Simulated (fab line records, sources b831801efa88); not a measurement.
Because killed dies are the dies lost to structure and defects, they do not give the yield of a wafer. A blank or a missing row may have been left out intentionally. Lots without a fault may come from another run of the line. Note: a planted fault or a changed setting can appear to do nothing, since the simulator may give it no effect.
Which tool is to blame? || flow sfqLine || 6 lots, 18 wafers sampled, at 2 steps of a route of 325

## WHAT EACH GAUGE READ, for each wafer
SFQ_JJ_RS_MEAS_929: measures by four-point-probe.
{"lot": "L904", "measured": "day 57 05:42", "on": "filmMetro-03", "JJ_NB_RS (ohm/sq)": "1.036 1.025 1.036"}
{"lot": "L906", "measured": "day 57 15:50", "on": "filmMetro-01", "JJ_NB_RS (ohm/sq)": "1.040 1.040 1.043"}
{"lot": "L912", "measured": "day 64 10:25", "on": "filmMetro-03", "JJ_NB_RS (ohm/sq)": "1.033 1.018 1.044"}
{"lot": "L918", "measured": "day 66 06:34", "on": "filmMetro-02", "JJ_NB_RS (ohm/sq)": "1.031 1.044 1.053"}
{"lot": "L922", "measured": "day 67 09:01", "on": "filmMetro-02", "JJ_NB_RS (ohm/sq)": "1.029 1.024 1.021"}
{"lot": "L924", "measured": "day 67 17:34", "on": "filmMetro-01", "JJ_NB_RS (ohm/sq)": "1.033 1.040 1.031"}

## WHAT TOOL EACH LOT RAN ON (gives the tool, then ch and the chambers of the sampled wafers, and finally the start)
{"lot": "L904", "SFQ_TRILAYER_JJ_TRILAYER_DEP_SPUTTER_112": "pvdSputter-03, day 57 05:37"}
{"lot": "L906", "SFQ_TRILAYER_JJ_TRILAYER_DEP_SPUTTER_112": "pvdSputter-03, day 57 15:45"}
{"lot": "L912", "SFQ_TRILAYER_JJ_TRILAYER_DEP_SPUTTER_112": "pvdSputter-05, day 64 10:17"}
{"lot": "L918", "SFQ_TRILAYER_JJ_TRILAYER_DEP_SPUTTER_112": "pvdSputter-05, day 66 06:29"}
{"lot": "L922", "SFQ_TRILAYER_JJ_TRILAYER_DEP_SPUTTER_112": "pvdSputter-05, day 67 08:56"}
{"lot": "L924", "SFQ_TRILAYER_JJ_TRILAYER_DEP_SPUTTER_112": "pvdSputter-05, day 67 17:26"}
- SFQ_TRILAYER_JJ_TRILAYER_DEP_SPUTTER_112: material Nb, target thk 170 nm, time 113.3 s.

## THE ANSWER, worked out from the rows above alone
Rule: what is usual is taken from the lots themselves. The widest of any qualifying gaps counts: lots, ordered by their means at a reading, are off when they make up no more than a third of the lots, leave a main group of 4 or more, and stand apart from it by 3 or more times the standard deviation of that group's means. If all means in a main group match to the digits the tables above print for the reading, that group is not used. Also off: a lot with no number at a reading for which 4 or more lots have one. Where the step has rows for the other lots, those lots are counted as sound.
No lot is off on any of the readings shown, so nothing can be concluded from this.

## WHAT WAS PUT IN BY THE SIMULATOR
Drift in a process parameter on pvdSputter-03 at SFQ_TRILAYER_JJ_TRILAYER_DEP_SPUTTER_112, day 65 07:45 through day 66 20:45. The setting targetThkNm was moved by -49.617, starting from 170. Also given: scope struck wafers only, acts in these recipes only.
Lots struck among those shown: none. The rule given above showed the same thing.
